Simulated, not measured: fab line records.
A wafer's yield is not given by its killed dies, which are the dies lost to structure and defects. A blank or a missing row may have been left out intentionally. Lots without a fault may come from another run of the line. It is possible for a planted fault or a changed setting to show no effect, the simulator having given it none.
Matching of chambers	flow sky130	3 sister chambers for SKY_PASSIVATION_CVD_00 on pecvd-01
The step deposits SiO2, target thk 90 nm. 3 wafers are shown with their chamber, then 8 later ones without.

## WAFERS WITH THEIR CHAMBER
wafer	chamber	heater_power_w (W)
L081.4	2	667
L086.5	0	644
L091.1	1	554

## WAFERS MISSING THEIR CHAMBER
wafer	heater_power_w (W)
L091.4	558
L091.5	634
L094.1	444
L094.5	472
L094.6	606
L095.1	682
L095.3	644
L095.4	535

## CHAMBER TAKEN BY EACH
wafer	from the rows above	in truth
L091.4	can't be placed: 1 or 0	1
L091.5	can't be placed: 0 or 2 or 1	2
L094.1	can't be placed: 1 or 0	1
L094.5	can't be placed: 1 or 0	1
L094.6	can't be placed: 0 or 1 or 2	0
L095.1	can't be placed: 2 or 0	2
L095.3	can't be placed: 0 or 2 or 1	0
L095.4	can't be placed: 1 or 0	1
Correctly placed: 0 of 8. Not placeable from these rows: 8 (in 8, the candidates include the true chamber). 0 placed wrongly.
How it was worked out, from the rows above alone: a wafer's distance from a chamber is the root of the sum, over the readings, of the square of ((its reading less the chamber's mean) divided by the reading's scatter). The wafer belongs to the nearest chamber; if the next one is less than 2 further off, it can't be placed. Each chamber's mean is taken over the wafers shown for it. The scatter (one wafer shown for each chamber): square how far every hidden wafer sits from the nearest shown wafer, average those squares and take the square root.
